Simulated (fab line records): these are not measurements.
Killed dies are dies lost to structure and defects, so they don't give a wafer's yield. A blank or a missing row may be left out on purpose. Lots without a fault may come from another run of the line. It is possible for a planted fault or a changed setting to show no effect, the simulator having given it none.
Which tool is to blame? :: flow sfq line :: 14 lots (42 wafers sampled), 1 step of a 325-step route

## WHAT THE GAUGES READ, wafer by wafer
SFQ_L0V_OVL_MEAS_903. Usual: L0V_OVL typically reads 0 nm, with standard deviation 5.
lot: L738
measured: day 6 21:14
on: overlay-01
L0V_OVL (nm): 0 -4 0
flag: 

lot: L739
measured: day 7 09:14
on: overlay-01
L0V_OVL (nm): 12 12 6
flag: 

lot: L740
measured: day 7 13:12
on: overlay-01
L0V_OVL (nm): -3 1 0
flag: 

lot: L741
measured: day 8 06:13
on: overlay-01
L0V_OVL (nm): 8 -2 2
flag: 

lot: L742
measured: day 8 17:15
on: overlay-02
L0V_OVL (nm): 1 1 -1
flag: 

lot: L743
measured: day 8 22:03
on: overlay-01
L0V_OVL (nm): -1 -5 3
flag: 

lot: L745
measured: day 9 05:15
on: overlay-02
L0V_OVL (nm): 2 -5 4
flag: 

lot: L747
measured: day 9 12:51
on: overlay-02
L0V_OVL (nm): -6 9 -2
flag: 

lot: L748
measured: day 9 17:40
on: overlay-01
L0V_OVL (nm): -3 0 -4
flag: 

lot: L753
measured: day 11 04:54
on: overlay-02
L0V_OVL (nm): -1 -3 0
flag: 

lot: L755
measured: day 12 14:23
on: overlay-02
L0V_OVL (nm): 10 7 5
flag: 

lot: L758
measured: day 13 21:24
on: overlay-02
L0V_OVL (nm): 1 -1 -5
flag: 

lot: L760
measured: day 14 13:55
on: overlay-02
L0V_OVL (nm): -1 -1 1
flag: 

lot: L761
measured: day 14 21:07
on: overlay-02
L0V_OVL (nm): -2 -2 -2
flag: 

## WHAT TOOL EACH LOT RAN ON (gives the tool, then ch and the chambers of the sampled wafers, and finally the start)
The record holds no process step before these readings.

## AS READ BY THE TOOLS THEMSELVES (means over the sampled wafers that have a number; for cases with no such wafer, the mark the record gives instead)
The record holds no such reading with a usual standard deviation.

## THE ANSWER, worked out from the rows above alone
Rule: a lot is off if the mean of its wafers that have a number lies more than 3 standard deviations from the usual mean. Also off: a lot with no number at a reading for which 4 or more lots have one. Where the step has rows for the other lots, those lots are counted as sound. After the gauges, taken in route order, come the tools' own readings; for these a lot's mean is taken, as printed above. The first step at which some lot is off is used, and at that step the reading that is off furthest; a lot without a number counts as furthest.
None of the lots is off at any reading shown; this tells nothing.

## WHAT THE SIMULATOR HAD PUT IN
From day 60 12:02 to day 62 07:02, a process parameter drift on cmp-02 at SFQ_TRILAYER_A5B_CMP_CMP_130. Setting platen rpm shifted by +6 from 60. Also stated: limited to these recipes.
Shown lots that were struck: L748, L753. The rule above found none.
